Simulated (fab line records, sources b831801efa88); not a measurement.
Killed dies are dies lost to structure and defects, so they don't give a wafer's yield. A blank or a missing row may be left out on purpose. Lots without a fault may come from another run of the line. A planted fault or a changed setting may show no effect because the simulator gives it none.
fab line records | flow gf180mcu | part 1 of 2: steps 1 to 25 of 37
record lots=5 wafers=15 last_day=34
route steps=602 shown HV_LDD@176
lots that met no fault: from a run of the same line without faults
start_h: hours from the record's first day to the start of the lot's first wafer shown | wait_h: hours since the lot's step before | " the same as in the row above | L1.1+2: a row that stands for several wafers | - no value, or no start given | * or withheld: withheld | < > ~ a bound
route shown NAME@n: a module of which the file shows steps, and the number in the route of the first | usual: mean/standard deviation of fault-free wafers | same: alike in all rows | chamber/n: place in a boat | sites: the reading at each site | _std_site: their standard deviation | _edge_site: outer sites' mean less inner sites' | radius_mm: how far each site lies from the wafer's centre | mask NAME#n: copy n | behind: the tool/chamber that last shaped the wafer | hold: why the lot was held/for how many hours/how that ended | device: the transistor (n, p or np) that didn't switch | end of line: the same wafers' tests at the end of the route | a step without rows: its recipe alone | killed: dies lost to structure and defects at the first sort, not the wafer's yield | map: a wafer's dies, x killed, . not, _ none there
set.NAME: the setting as run; set.NAME@STEP: as run at that earlier step | model.NAME: the simulator's own value behind a step, which no gauge read
lots at some steps of the route; a table a step, a row a wafer
services: from which hour (start_h, from the record's first day; less than 0 if before it) a tool's chamber was out of use, for how many hours, and why
## steps
# step GF_HV_LDD_DEHYDRATE_00
# recipe temp_c=200 time_s=60
# usual exhaust_pa=44.9/0.88
# columns lot.wafer tool chamber start_h wait_h exhaust_pa
L077.1 litho_track-04 0 225.88 8.0 47.0
L077.4 " 0 " " 45.4
L077.6 " 0 " " 45.4
L079.1 litho_track-04 0 243.78 8.7 44.5
L079.4 " 0 " " 44.0
L079.6 " 0 " " 44.7
L089.1 litho_track-04 0 313.18 9.6 44.1
L089.2 " 0 " " 45.5
L089.4 " 0 " " 45.5
L091.3 litho_track-01 0 329.34 9.9 46.0
L091.4 " 0 " " 45.5
L091.6 " 0 " " 46.0
L096.1 litho_track-03 0 364.93 10.3 46.1
L096.4 " 0 " " 46.2
L096.6 " 0 " " 45.2
# step GF_HV_LDD_HMDS_01
# recipe prime_time_s=60 prime_temp_c=120
# usual exhaust_pa=44.8/0.89
# columns lot.wafer tool chamber start_h wait_h exhaust_pa
L077.1 litho_track-04 0 226.03 0.1 44.7
L077.4 " 0 " " 45.2
L077.6 " 0 " " 44.4
L079.1 litho_track-04 0 243.93 0.1 45.6
L079.4 " 0 " " 45.2
L079.6 " 0 " " 44.3
L089.1 litho_track-04 0 313.33 0.1 45.3
L089.2 " 0 " " 45.2
L089.4 " 0 " " 45.6
L091.3 litho_track-01 0 329.49 0.1 45.1
L091.4 " 0 " " 44.8
L091.6 " 0 " " 46.2
L096.1 litho_track-03 0 365.08 0.1 44.1
L096.4 " 0 " " 44.6
L096.6 " 0 " " 45.4
# step GF_HV_LDD_COAT_02
# recipe resist=NOVOLAK spin_rpm=3000 resist_thk_nm=1000
# usual dispense_pressure_kPa=51.1/1.9 exhaust_pa=44.7/0.79
# columns lot.wafer tool chamber start_h wait_h dispense_pressure_kPa exhaust_pa
L077.1 litho_track-04 0 226.18 0.1 51.3 44.3
L077.4 " 0 " " 51.3 44.7
L077.6 " 0 " " 51.3 43.5
L079.1 litho_track-04 0 244.08 0.1 51.3 43.9
L079.4 " 0 " " 51.3 43.1
L079.6 " 0 " " 51.3 45.3
L089.1 litho_track-04 0 313.48 0.1 51.3 44.1
L089.2 " 0 " " 51.3 45.6
L089.4 " 0 " " 51.3 45.2
L091.3 litho_track-01 0 329.64 0.1 47.1 45.9
L091.4 " 0 " " 47.1 45.6
L091.6 " 0 " " 47.1 44.2
L096.1 litho_track-03 0 365.23 0.1 52.9 44.9
L096.4 " 0 " " 52.9 44.4
L096.6 " 0 " " 52.9 44.4
# step GF_HV_LDD_SOFTBAKE_03
# recipe temp_c=90 time_s=60 resist=NOVOLAK
# usual exhaust_pa=44.9/0.84
# columns lot.wafer tool chamber start_h wait_h exhaust_pa
L077.1 litho_track-04 0 226.33 0.1 43.9
L077.4 " 0 " " 45.1
L077.6 " 0 " " 44.2
L079.1 litho_track-04 0 244.23 0.1 45.8
L079.4 " 0 " " 45.7
L079.6 " 0 " " 46.0
L089.1 litho_track-04 0 313.63 0.1 44.7
L089.2 " 0 " " 43.3
L089.4 " 0 " " 44.3
L091.3 litho_track-01 0 329.79 0.1 44.9
L091.4 " 0 " " 45.6
L091.6 " 0 " " 44.2
L096.1 litho_track-03 0 365.38 0.1 44.0
L096.4 " 0 " " 45.0
L096.6 " 0 " " 43.5
# step GF_HV_LDD_EXPOSE_04
# recipe mask_id=Nplus_LV_AREA target_cd_nm=400 na=0.6 source_shape=conventional sigma_outer=0.6 dose_mj=137.6
# usual focus_offset_nm=0.0/0.52
# columns lot.wafer tool chamber start_h wait_h mask focus_offset_nm
L077.1 iline_stepper-01 0 - - Nplus_LV_AREA#0 0.1
L077.4 " 0 " " Nplus_LV_AREA#0 -0.2
L077.6 " 0 " " Nplus_LV_AREA#0 -0.3
L079.1 iline_stepper-01 0 - - Nplus_LV_AREA#0 -0.4
L079.4 " 0 " " Nplus_LV_AREA#0 0.2
L079.6 " 0 " " Nplus_LV_AREA#0 -0.3
L089.1 iline_stepper-02 0 - - Nplus_LV_AREA#0 0.0
L089.2 " 0 " " Nplus_LV_AREA#0 0.4
L089.4 " 0 " " Nplus_LV_AREA#0 0.6
L091.3 iline_stepper-02 0 - - Nplus_LV_AREA#0 -0.7
L091.4 " 0 " " Nplus_LV_AREA#0 -0.2
L091.6 " 0 " " Nplus_LV_AREA#0 -0.7
L096.1 iline_stepper-02 0 - - Nplus_LV_AREA#0 1.2
L096.4 " 0 " " Nplus_LV_AREA#0 0.8
L096.6 " 0 " " Nplus_LV_AREA#0 0.2
# step GF_HV_LDD_PEB_05
# recipe temp_c=withheld time_s=* resist=NOVOLAK
# usual exhaust_pa=45.1/0.95
# columns lot.wafer tool chamber start_h wait_h exhaust_pa
L077.1 litho_track-01 0 - - 46.5
L077.4 " 0 " " 44.8
L077.6 " 0 " " 45.1
L079.1 litho_track-04 0 - - 43.2
L079.4 " 0 " " 46.0
L079.6 " 0 " " 45.8
L089.1 litho_track-01 0 - - 43.0
L089.2 " 0 " " 42.7
L089.4 " 0 " " 42.5
L091.3 litho_track-03 0 - - 44.9
L091.4 " 0 " " 45.9
L091.6 " 0 " " 45.4
L096.1 litho_track-03 0 - - 46.1
L096.4 " 0 " " 45.1
L096.6 " 0 " " 44.8
# step GF_HV_LDD_DEVELOP_06
# recipe develop_time_s=60 dev_temp_c=23
# usual exhaust_pa=45.0/1
# columns lot.wafer tool chamber start_h wait_h exhaust_pa
L077.1 litho_track-01 0 235.84 0.1 45.2
L077.4 " 0 " " 44.8
L077.6 " 0 " " 44.4
L079.1 litho_track-04 0 253.38 0.1 46.1
L079.4 " 0 " " 45.6
L079.6 " 0 " " 44.3
L089.1 litho_track-01 0 323.84 0.1 44.6
L089.2 " 0 " " 46.0
L089.4 " 0 " " 45.8
L091.3 litho_track-03 0 340.23 0.1 44.1
L091.4 " 0 " " 45.1
L091.6 " 0 " " 44.2
L096.1 litho_track-03 0 376.28 0.1 46.0
L096.4 " 0 " " 44.2
L096.6 " 0 " " 44.7
# step GF_HV_LDD_CD_MEAS_07
# recipe target_cd_nm=400
# usual cd_nm=399.8/2.1
# columns lot.wafer tool chamber start_h wait_h cd_nm
L077.1 cd_sem-01 - 235.99 0.1 402.1
L077.4 " - " " 402.6
L077.6 " - " " 399.1
L079.1 cd_sem-01 - 253.53 0.1 399.7
L079.4 " - " " 399.8
L079.6 " - " " 400.3
L089.1 cd_sem-01 - 323.99 0.1 398.6
L089.2 " - " " 399.2
L089.4 " - " " 397.2
L091.3 cd_sem-01 - 340.37 0.1 399.4
L091.4 " - " " 401.4
L091.6 " - " " 397.3
L096.1 cd_sem-02 - 376.51 0.2 402.6
L096.4 " - " " 400.3
L096.6 " - " " 403.3
# step GF_HV_LDD_OVL_MEAS_08
# usual HV_LDD_OVL=0.6/1.6
# columns lot.wafer tool chamber start_h wait_h HV_LDD_OVL[nm]
L077.1 overlay-01 - 236.11 0.1 -0.9
L077.4 " - " " -1.0
L077.6 " - " " -0.2
L079.1 overlay-02 - 253.65 0.1 -1.2
L079.4 " - " " -0.9
L079.6 " - " " 0.0
L089.1 overlay-02 - 324.11 0.1 2.5
L089.2 " - " " 0.8
L089.4 " - " " 1.2
L091.3 overlay-01 - 340.46 0.1 1.3
L091.4 " - " " 1.3
L091.6 " - " " 1.3
L096.1 overlay-01 - 376.63 0.1 3.5
L096.4 " - " " 3.3
L096.6 " - " " 1.5
# step GF_HV_LDD_IMPLANT_09
# recipe species=As energy_kev=40 dose_cm2=1e+14 tilt_deg=7
# columns lot.wafer tool chamber start_h wait_h
L077.1+4+6 implanter-02 0 236.15 0.0
L079.1+4+6 implanter-03 0 253.69 0.0
L089.1+2+4 implanter-01 0 324.15 0.0
L091.3+4+6 implanter-03 0 340.54 0.1
L096.1+4+6 implanter-03 0 376.67 0.0
# step GF_HV_LDD_STRIP_10
# recipe chemistry=O2/N2 power_w=1400 pressure_mtorr=1500 platen_temp_c=250 o2_flow_sccm=3000 n2_flow_sccm=300 overash_fraction=0.5
# usual drypump_motor_current_A=6.0/0.48 heater_power_w=309/30 o2_flow_sccm=3001/8.9 oes_product_au=0.716/0.0047 strip_time_to_endpoint_s=12.63/0.032
# columns lot.wafer tool chamber start_h wait_h drypump_motor_current_A heater_power_w o2_flow_sccm oes_product_au rf_hours_counter_h strip_time_to_endpoint_s
L077.1 plasma_asher-04 0 236.30 0.1 6.6 329 3010 0.714 57 12.62
L077.4 " 0 " " 6.6 312 3013 0.720 - 12.62
L077.6 " 1 " " 6.6 324 3002 0.707 - 12.65
L079.1 plasma_asher-04 0 253.84 0.1 6.6 317 3010 0.722 59 12.66
L079.4 " 1 " " 6.6 331 3003 0.715 - 12.66
L079.6 " 1 " " 6.6 323 2992 0.719 - 12.66
L089.1 plasma_asher-04 1 324.30 0.1 6.6 334 3000 0.712 66 12.67
L089.2 " 0 " " 6.6 319 2994 0.711 66 12.67
L089.4 " 0 " " 6.6 315 2977 0.723 - 12.67
L091.3 plasma_asher-04 1 340.67 0.1 6.6 318 2994 0.723 - 12.60
L091.4 " 0 " " 6.6 314 3005 0.719 - 12.56
L091.6 " 0 " " 6.6 325 3009 0.715 - 12.60
L096.1 plasma_asher-02 0 376.82 0.1 5.8 340 2999 0.714 71 12.64
L096.4 " 1 " " 6.0 278 2983 0.719 - 12.64
L096.6 " 0 " " 5.8 350 3012 0.711 - 12.59
# step GF_HV_LDD_TW_MEAS_11
# usual HV_LDD_TW=2402/20
# columns lot.wafer tool chamber start_h wait_h HV_LDD_TW
L077.1 film_metro-01 - 236.40 0.1 2406
L077.4 " - " " 2390
L077.6 " - " " 2398
L079.1 film_metro-04 - 253.94 0.1 2434
L079.4 " - " " 2424
L079.6 " - " " 2428
L089.1 film_metro-01 - 324.40 0.1 2392
L089.2 " - " " 2394
L089.4 " - " " 2389
L091.3 film_metro-01 - 340.76 0.1 2397
L091.4 " - " " 2400
L091.6 " - " " 2385
L096.1 film_metro-01 - 376.92 0.1 2387
L096.4 " - " " 2382
L096.6 " - " " 2389
# step GF_HV_LDD_DEHYDRATE_12
# recipe temp_c=200 time_s=60
# usual exhaust_pa=44.9/0.97
# columns lot.wafer tool chamber start_h wait_h exhaust_pa
L077.1 litho_track-03 0 245.43 9.0 45.5
L077.4 " 0 " " 46.7
L077.6 " 0 " " 46.9
L079.1 litho_track-04 0 262.58 8.6 46.6
L079.4 " 0 " " 46.9
L079.6 " 0 " " 46.6
L089.1 litho_track-03 0 334.13 9.7 44.4
L089.2 " 0 " " 44.7
L089.4 " 0 " " 44.3
L091.3 litho_track-03 0 350.58 9.8 44.9
L091.4 " 0 " " 44.8
L091.6 " 0 " " 44.3
L096.1 litho_track-04 0 387.43 10.5 43.7
L096.4 " 0 " " 43.7
L096.6 " 0 " " 43.1
# step GF_HV_LDD_HMDS_13
# recipe prime_time_s=60 prime_temp_c=120
# usual exhaust_pa=45.0/0.8
# columns lot.wafer tool chamber start_h wait_h exhaust_pa
L077.1 litho_track-03 0 245.58 0.1 43.5
L077.4 " 0 " " 42.5
L077.6 " 0 " " 45.3
L079.1 litho_track-04 0 262.73 0.1 45.6
L079.4 " 0 " " 45.4
L079.6 " 0 " " 45.3
L089.1 litho_track-03 0 334.28 0.1 45.2
L089.2 " 0 " " 44.5
L089.4 " 0 " " 45.8
L091.3 litho_track-03 0 350.73 0.1 44.5
L091.4 " 0 " " 46.3
L091.6 " 0 " " 45.4
L096.1 litho_track-04 0 387.58 0.1 46.3
L096.4 " 0 " " 45.0
L096.6 " 0 " " 45.3
# step GF_HV_LDD_COAT_14
# recipe resist=NOVOLAK spin_rpm=3000 resist_thk_nm=1000
# usual dispense_pressure_kPa=50.4/2.2 exhaust_pa=45.1/0.93
# columns lot.wafer tool chamber start_h wait_h dispense_pressure_kPa exhaust_pa
L077.1 litho_track-03 0 245.73 0.1 53.0 44.2
L077.4 " 0 " " 52.9 44.6
L077.6 " 0 " " 52.9 45.8
L079.1 litho_track-04 0 262.88 0.1 51.3 44.9
L079.4 " 0 " " 51.3 46.1
L079.6 " 0 " " 51.3 45.9
L089.1 litho_track-03 0 334.43 0.1 52.9 46.2
L089.2 " 0 " " 52.9 45.1
L089.4 " 0 " " 52.9 46.9
L091.3 litho_track-03 0 350.88 0.1 52.9 44.0
L091.4 " 0 " " 52.9 44.6
L091.6 " 0 " " 52.9 45.1
L096.1 litho_track-04 0 387.73 0.1 51.3 45.0
L096.4 " 0 " " 51.3 45.5
L096.6 " 0 " " 51.3 45.6
# step GF_HV_LDD_SOFTBAKE_15
# recipe temp_c=90 time_s=60 resist=NOVOLAK
# usual exhaust_pa=45.2/0.86
# columns lot.wafer tool chamber start_h wait_h exhaust_pa
L077.1 litho_track-03 0 245.88 0.1 45.0
L077.4 " 0 " " 44.6
L077.6 " 0 " " 45.6
L079.1 litho_track-04 0 263.03 0.1 45.5
L079.4 " 0 " " 44.8
L079.6 " 0 " " 45.8
L089.1 litho_track-03 0 334.58 0.1 44.9
L089.2 " 0 " " 45.5
L089.4 " 0 " " 44.3
L091.3 litho_track-03 0 351.03 0.1 45.4
L091.4 " 0 " " 44.7
L091.6 " 0 " " 46.7
L096.1 litho_track-04 0 387.88 0.1 46.7
L096.4 " 0 " " 46.1
L096.6 " 0 " " 43.6
# step GF_HV_LDD_EXPOSE_16
# recipe mask_id=Pplus_LV_AREA target_cd_nm=400 na=0.6 source_shape=conventional sigma_outer=0.6 dose_mj=140
# usual focus_offset_nm=0.0/0.57
# columns lot.wafer tool chamber start_h wait_h mask focus_offset_nm
L077.1 iline_stepper-01 0 - - Pplus_LV_AREA#0 0.2
L077.4 " 0 " " Pplus_LV_AREA#0 -1.0
L077.6 " 0 " " Pplus_LV_AREA#0 0.4
L079.1 iline_stepper-01 0 - - Pplus_LV_AREA#0 0.1
L079.4 " 0 " " Pplus_LV_AREA#0 0.5
L079.6 " 0 " " Pplus_LV_AREA#0 0.7
L089.1 iline_stepper-01 0 - - Pplus_LV_AREA#0 0.4
L089.2 " 0 " " Pplus_LV_AREA#0 0.5
L089.4 " 0 " " Pplus_LV_AREA#0 0.7
L091.3 iline_stepper-02 0 - - Pplus_LV_AREA#0 0.8
L091.4 " 0 " " Pplus_LV_AREA#0 1.3
L091.6 " 0 " " Pplus_LV_AREA#0 1.4
L096.1 iline_stepper-01 0 - - Pplus_LV_AREA#0 0.0
L096.4 " 0 " " Pplus_LV_AREA#0 -1.2
L096.6 " 0 " " Pplus_LV_AREA#0 -1.1
# step GF_HV_LDD_PEB_17
# recipe temp_c=withheld time_s=* resist=NOVOLAK
# usual exhaust_pa=44.9/0.81
# columns lot.wafer tool chamber start_h wait_h exhaust_pa
L077.1 litho_track-04 0 - - 45.8
L077.4 " 0 " " 44.0
L077.6 " 0 " " 44.6
L079.1 litho_track-01 0 - - 44.6
L079.4 " 0 " " 45.0
L079.6 " 0 " " 45.7
L089.1 litho_track-03 0 - - 45.3
L089.2 " 0 " " 43.1
L089.4 " 0 " " 44.1
L091.3 litho_track-01 0 - - 45.5
L091.4 " 0 " " 44.2
L091.6 " 0 " " 45.9
L096.1 litho_track-01 0 - - 46.4
L096.4 " 0 " " 45.7
L096.6 " 0 " " 45.4
# step GF_HV_LDD_DEVELOP_18
# recipe develop_time_s=60 dev_temp_c=23
# usual exhaust_pa=45.1/0.99
# columns lot.wafer tool chamber start_h wait_h exhaust_pa
L077.1 litho_track-04 0 254.93 0.1 45.2
L077.4 " 0 " " 45.0
L077.6 " 0 " " 44.9
L079.1 litho_track-01 0 272.59 0.1 44.6
L079.4 " 0 " " 44.7
L079.6 " 0 " " 44.2
L089.1 litho_track-03 0 345.48 0.1 43.3
L089.2 " 0 " " 45.4
L089.4 " 0 " " 43.8
L091.3 litho_track-01 0 362.04 0.1 43.5
L091.4 " 0 " " 44.0
L091.6 " 0 " " 44.6
L096.1 litho_track-01 0 399.29 0.1 45.7
L096.4 " 0 " " 46.4
L096.6 " 0 " " 46.3
# step GF_HV_LDD_CD_MEAS_19
# recipe target_cd_nm=400
# usual cd_nm=399.6/2.3
# columns lot.wafer tool chamber start_h wait_h cd_nm
L077.1 cd_sem-01 - 255.08 0.1 396.7
L077.4 " - " " 399.7
L077.6 " - " " 397.9
L079.1 cd_sem-02 - 272.74 0.1 399.7
L079.4 " - " " 396.7
L079.6 " - " " 397.4
L089.1 cd_sem-02 - 345.63 0.1 401.5
L089.2 " - " " 400.9
L089.4 " - " " 400.0
L091.3 cd_sem-02 - 362.18 0.1 402.9
L091.4 " - " " 398.7
L091.6 " - " " 399.1
L096.1 cd_sem-02 - 399.44 0.1 401.0
L096.4 " - " " 401.7
L096.6 " - " " 399.0
# step GF_HV_LDD_OVL_MEAS_20
# usual HV_LDD_01_OVL=0.4/1.4
# columns lot.wafer tool chamber start_h wait_h HV_LDD_01_OVL[nm]
L077.1 overlay-01 - 255.20 0.1 2.9
L077.4 " - " " 1.8
L077.6 " - " " 3.3
L079.1 overlay-01 - 272.86 0.1 1.7
L079.4 " - " " 0.6
L079.6 " - " " 1.5
L089.1 overlay-02 - 345.75 0.1 -1.3
L089.2 " - " " -1.0
L089.4 " - " " -1.1
L091.3 overlay-01 - 362.27 0.1 0.3
L091.4 " - " " -0.1
L091.6 " - " " -0.2
L096.1 overlay-01 - 399.56 0.1 1.7
L096.4 " - " " 0.3
L096.6 " - " " 1.3
# step GF_HV_LDD_IMPLANT_21
# recipe species=BF2 energy_kev=25 dose_cm2=5e+13 tilt_deg=7
# columns lot.wafer tool chamber start_h wait_h
L077.1+4+6 implanter-01 0 255.24 0.0
L079.1+4+6 implanter-01 0 272.90 0.0
L089.1+2+4 implanter-02 0 345.79 0.0
L091.3+4+6 implanter-03 0 362.35 0.1
L096.1+4+6 implanter-03 0 399.59 0.0
# step GF_HV_LDD_STRIP_22
# recipe chemistry=O2/N2 power_w=1400 pressure_mtorr=1500 platen_temp_c=250 o2_flow_sccm=3000 n2_flow_sccm=300 overash_fraction=0.5
# usual drypump_motor_current_A=6.0/0.48 heater_power_w=307/31 o2_flow_sccm=3000/8.2 oes_product_au=0.716/0.0048 strip_time_to_endpoint_s=12.63/0.034
# columns lot.wafer tool chamber start_h wait_h drypump_motor_current_A heater_power_w o2_flow_sccm oes_product_au rf_hours_counter_h strip_time_to_endpoint_s
L077.1 plasma_asher-03 0 255.39 0.1 5.4 258 2998 0.710 50 12.64
L077.4 " 1 " " 5.9 325 2999 0.713 - 12.62
L077.6 " 0 " " 5.4 261 2993 0.709 - 12.64
L079.1 plasma_asher-02 1 273.05 0.1 6.0 277 3002 0.716 61 12.63
L079.4 " 0 " " 5.8 344 2996 0.717 - 12.60
L079.6 " 1 " " 6.0 270 3016 0.708 - 12.61
L089.1 plasma_asher-04 0 345.94 0.1 6.6 312 2999 0.717 69 12.65
L089.2 " 1 " " 6.6 330 3011 0.718 69 12.68
L089.4 " 1 " " 6.6 323 3007 0.716 - 12.70
L091.3 plasma_asher-04 0 362.48 0.1 6.6 324 3000 0.714 - 12.70
L091.4 " 1 " " 6.6 332 2997 0.715 - 12.67
L091.6 " 0 " " 6.6 324 2982 0.715 - 12.69
L096.1 plasma_asher-03 1 399.74 0.1 5.9 327 3000 0.712 66 12.62
L096.4 " 0 " " 5.4 261 2993 0.724 - 12.61
L096.6 " 1 " " 5.9 330 3008 0.713 - 12.64
# step GF_HV_LDD_TW_MEAS_23
# usual HV_LDD_2_TW=1056/7.6
# columns lot.wafer tool chamber start_h wait_h HV_LDD_2_TW
L077.1 film_metro-04 - 255.49 0.1 1065
L077.4 " - " " 1061
L077.6 " - " " 1058
L079.1 film_metro-04 - 273.15 0.1 1058
L079.4 " - " " 1057
L079.6 " - " " 1064
L089.1 film_metro-04 - 346.04 0.1 1061
L089.2 " - " " 1066
L089.4 " - " " 1064
L091.3 film_metro-02 - 362.57 0.1 1044
L091.4 " - " " 1050
L091.6 " - " " 1054
L096.1 film_metro-04 - 399.84 0.1 1062
L096.4 " - " " 1062
L096.6 " - " " 1066
# step GF_HV_LDD_DEHYDRATE_24
# recipe temp_c=200 time_s=60
# usual exhaust_pa=45.0/0.84
# columns lot.wafer tool chamber start_h wait_h exhaust_pa
L077.1 litho_track-03 0 264.48 9.0 45.8
L077.4 " 0 " " 45.1
L077.6 " 0 " " 46.1
L079.1 litho_track-01 0 282.39 9.2 44.9
L079.4 " 0 " " 45.6
L079.6 " 0 " " 44.9
L089.1 litho_track-01 0 355.54 9.5 44.3
L089.2 " 0 " " 44.0
L089.4 " 0 " " 44.5
L091.3 litho_track-03 0 373.08 10.5 44.5
L091.4 " 0 " " 46.7
L091.6 " 0 " " 46.6
L096.1 litho_track-01 0 410.94 11.1 44.2
L096.4 " 0 " " 45.1
L096.6 " 0 " " 45.1
